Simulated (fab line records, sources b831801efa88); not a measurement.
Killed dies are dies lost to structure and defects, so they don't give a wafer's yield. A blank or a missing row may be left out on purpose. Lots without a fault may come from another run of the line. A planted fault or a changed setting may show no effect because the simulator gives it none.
Which tool did it? | flow sky130 | 12 lots, 36 wafers sampled, at 4 steps of a route of 708

WHAT THE GAUGES READ, wafer by wafer
SKY_FIELD_ISO_THK_MEAS_23. Usual: FIELD_ISO_OXIDATION_01_THK 9.89 nm, standard deviation 0.15.
lot  | measured    | on            | FIELD_ISO_OXIDATION_01_THK (nm) | flag
L461 | day 2 06:35 | film_metro-04 | 10.05 10.11 10.16               |
L463 | day 2 17:02 | film_metro-04 | 10.02 9.88 9.93                 |
L464 | day 2 22:25 | film_metro-02 | 10.14 10.02 10.06               |
L466 | day 3 08:31 | film_metro-01 | 10.01 9.91 10.05                |
L467 | day 3 15:29 | film_metro-01 | 9.84 9.82 9.83                  |
L468 | day 3 20:46 | film_metro-02 | 9.95 9.93 9.93                  |
L469 | day 4 00:04 | film_metro-01 | 9.87 9.91 9.86                  |
L470 | day 4 05:21 | film_metro-01 | 10.24 9.93 10.14                |
L471 | day 4 11:11 | film_metro-04 | 9.71 9.83 9.90                  |
L476 | day 5 14:55 | film_metro-04 | 9.96 9.99 10.01                 |
L480 | day 6 09:51 | film_metro-02 | 10.28 10.01 10.16               |
L482 | day 6 20:00 | film_metro-01 | 9.75 9.87 9.92                  |

SKY_POLY_GATE_THK_MEAS_21. Usual: POLY_GATE_OXIDATION_THK 3.99 nm, standard deviation 0.095.
lot  | measured     | on            | POLY_GATE_OXIDATION_THK (nm) | flag
L461 | day 16 14:25 | film_metro-04 | 4.08 4.03 4.07               |
L463 | day 17 05:17 | film_metro-02 | 3.96 3.98 4.05               |
L464 | day 17 13:08 | film_metro-02 | 4.15 4.10 4.12               |
L466 | day 18 06:30 | film_metro-04 | 4.05 4.11 4.04               |
L467 | day 19 01:01 | film_metro-02 | 4.08 4.15 4.02               |
L468 | day 19 04:32 | film_metro-04 | 3.95 4.01 4.10               |
L469 | day 19 08:31 | film_metro-04 | 3.94 3.94 4.04               |
L470 | day 19 18:02 | film_metro-02 | 4.05 4.04 4.05               |
L471 | day 20 05:25 | film_metro-04 | 4.12 4.04 4.08               |
L476 | day 21 23:12 | film_metro-04 | 3.85 3.85 3.91               |
L480 | day 23 12:23 | film_metro-03 | 6.34 6.28 6.35               | OFF
L482 | day 23 22:29 | film_metro-04 | 6.40 6.36 6.33               | OFF

WHICH TOOL RAN EACH LOT (tool, then ch and the chambers of the sampled wafers, then the start)
lot  | SKY_FIELD_ISO_STRIP_16              | SKY_POLY_GATE_OXIDATION_20
L461 | plasma_asher-02 ch 1, day 2 04:57   | furnace-02 ch 0, day 16 13:10
L463 | plasma_asher-02 ch 0,1, day 2 14:42 | furnace-02 ch 0, day 17 04:02
L464 | plasma_asher-04 ch 0,1, day 2 19:56 | furnace-01 ch 0, day 17 11:53
L466 | plasma_asher-03 ch 0,1, day 3 06:46 | furnace-01 ch 0, day 18 05:14
L467 | plasma_asher-04 ch 0,1, day 3 13:53 | furnace-01 ch 0, day 18 23:46
L468 | plasma_asher-04 ch 0,1, day 3 17:55 | furnace-01 ch 0, day 19 03:16
L469 | plasma_asher-02 ch 0,1, day 3 22:27 | furnace-02 ch 0, day 19 07:16
L470 | plasma_asher-02 ch 0,1, day 4 03:44 | furnace-01 ch 0, day 19 16:47
L471 | plasma_asher-02 ch 0,1, day 4 09:32 | furnace-01 ch 0, day 20 04:10
L476 | plasma_asher-02 ch 0,1, day 5 12:58 | furnace-02 ch 0, day 21 21:56
L480 | plasma_asher-04 ch 0,1, day 6 07:03 | furnace-01 ch 0, day 23 11:08
L482 | plasma_asher-03 ch 1, day 6 18:23   | furnace-01 ch 0, day 23 21:13
- SKY_FIELD_ISO_STRIP_16: strips in O2/N2.
- SKY_POLY_GATE_OXIDATION_20: stabilise 600 s, purge 300 s, target thk 4 nm.

WHAT THE TOOLS THEMSELVES READ (means of the sampled wafers that have a number; where no wafer has one, the mark that the record gives instead)
SKY_FIELD_ISO_STRIP_16. Usual: drypump_motor_current_A 5.96 A, standard deviation 0.29; oes_product_au 0.378 a.u., standard deviation 0.0046; strip_time_to_endpoint_s 3.55 s, standard deviation 0.036.
lot  | tool            | drypump_motor_current_A (A) | oes_product_au (a.u.) | strip_time_to_endpoint_s (s) | flag
L461 | plasma_asher-02 | 6.01                        | 0.376                 | 3.53                         |
L463 | plasma_asher-02 | 5.99                        | 0.377                 | 3.60                         |
L464 | plasma_asher-04 | 5.65                        | 0.381                 | 3.57                         |
L466 | plasma_asher-03 | 5.97                        | 0.378                 | 3.54                         |
L467 | plasma_asher-04 | 6.01                        | 0.378                 | 3.51                         |
L468 | plasma_asher-04 | 5.69                        | 0.378                 | 3.54                         |
L469 | plasma_asher-02 | 6.01                        | 0.378                 | 3.55                         |
L470 | plasma_asher-02 | 5.99                        | 0.377                 | 3.54                         |
L471 | plasma_asher-02 | 5.99                        | 0.383                 | 3.55                         |
L476 | plasma_asher-02 | 5.97                        | 0.384                 | 3.52                         |
L480 | plasma_asher-04 | 5.68                        | 0.378                 | 3.54                         |
L482 | plasma_asher-03 | 5.78                        | 0.376                 | 3.54                         |

SKY_POLY_GATE_OXIDATION_20. Usual: spike_tc_bottom_C 869.3 C, standard deviation 1.3; spike_tc_centre_C 850.2 C, standard deviation 1; spike_tc_lower_C 849.6 C, standard deviation 1.6; spike_tc_top_C 864.2 C, standard deviation 0.97; spike_tc_upper_C 850.3 C, standard deviation 0.97; tube_center_temp_C 850 C, standard deviation 0.08; tube_center_temp_C_max 852.2, standard deviation 0.34; zone_power_upper_pct 16.8 %, standard deviation 0.66.
lot  | tool       | spike_tc_bottom_C (C) | spike_tc_centre_C (C) | spike_tc_lower_C (C) | spike_tc_top_C (C) | spike_tc_upper_C (C) | tube_center_temp_C (C) | tube_center_temp_C_max | zone_power_upper_pct (%) | flag
L461 | furnace-02 | 868.5                 | 850.5                 | 850.7                | 863.8              | 849.9                | 850                    | 852.3                  | 16.1                     |
L463 | furnace-02 | 869.2                 | 851.4                 | 851.6                | 864.5              | 851.1                | 850                    | 852.0                  | 16.1                     |
L464 | furnace-01 | 869.6                 | 850.8                 | 849.1                | 864.2              | 850.5                | 850                    | 852.2                  | 17.4                     |
L466 | furnace-01 | 870.1                 | 849.6                 | 848.1                | 864.2              | 851.8                | 850                    | 852.1                  | 17.4                     |
L467 | furnace-01 | 869.7                 | 851.2                 | 849.5                | 863.1              | 851.0                | 850                    | 852.0                  | 17.5                     |
L468 | furnace-01 | 870.8                 | 848.7                 | 847.7                | 864.5              | 849.6                | 850                    | 852.0                  | 17.5                     |
L469 | furnace-02 | 867.7                 | 850.8                 | 851.0                | 864.9              | 850.2                | 850                    | 852.3                  | 16.3                     |
L470 | furnace-01 | 870.4                 | 850.2                 | 848.7                | 863.8              | 849.9                | 850                    | 852.3                  | 17.3                     |
L471 | furnace-01 | 871.1                 | 849.8                 | 846.9                | 863.5              | 850.7                | 850                    | 852.5                  | 17.5                     |
L476 | furnace-02 | 867.6                 | 849.6                 | 851.0                | 863.2              | 850.4                | 850                    | 852.6                  | 16.1                     |
L480 | furnace-01 | 906.8                 | 888.6                 | 884.9                | 901.9              | 887.6                | 887                    | 889.6                  | 18.8                     | OFF
L482 | furnace-01 | 906.2                 | 887.3                 | 886.4                | 900.1              | 887.4                | 887                    | 889.5                  | 19.1                     | OFF

THE ANSWER, worked out from the rows above alone
Rule: a lot is off if the mean of its wafers that have a number lies more than 3 standard deviations from the usual mean. A lot without any number at a reading at which 4 lots or more have one is off too. The other lots that the step has rows for count as sound. The gauges are gone through in route order, then the tools' own readings, and for those a lot's mean is taken as printed above. The first step at which some lot is off is used, and at that step the reading that is off furthest; a lot without a number counts as furthest.
Off: L480, L482, at SKY_POLY_GATE_THK_MEAS_21 (POLY_GATE_OXIDATION_THK).
A tool fits if, at a process step before that reading, it ran every lot that is off, and no sound lot after the first of them. The gauges at SKY_POLY_GATE_THK_MEAS_21 aren't tried: what is off there is off at SKY_POLY_GATE_OXIDATION_20 too, on other tools, and a gauge's error can't cause that. One fits: furnace-01 at SKY_POLY_GATE_OXIDATION_20. Its last sound lot is L471 (day 20 04:10), its first lot that is off L480 (day 23 11:08): a fault that began between those two fits.
The tool's own readings at SKY_POLY_GATE_OXIDATION_20 bear it out: on the lots that are off they differ by more than 5 times the standard deviation of the sound lots' means. spike_tc_bottom_C reads 906.5 C there against 869.5 C on the sound lots; spike_tc_centre_C reads 888.0 C there against 850.3 C on the sound lots; spike_tc_lower_C reads 885.6 C there against 849.4 C on the sound lots; spike_tc_top_C reads 901.0 C there against 864.0 C on the sound lots; spike_tc_upper_C reads 887.5 C there against 850.5 C on the sound lots; tube_center_temp_C reads 887 C there against 850 C on the sound lots; tube_center_temp_C_max reads 889.5 there against 852.2 on the sound lots.

WHAT THE SIMULATOR HAD PUT IN
Process parameter drift: furnace-01, from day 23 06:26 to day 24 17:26, at SKY_POLY_GATE_OXIDATION_20. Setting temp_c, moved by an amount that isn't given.
Lots struck among those shown: L480, L482. The rule above found the same.
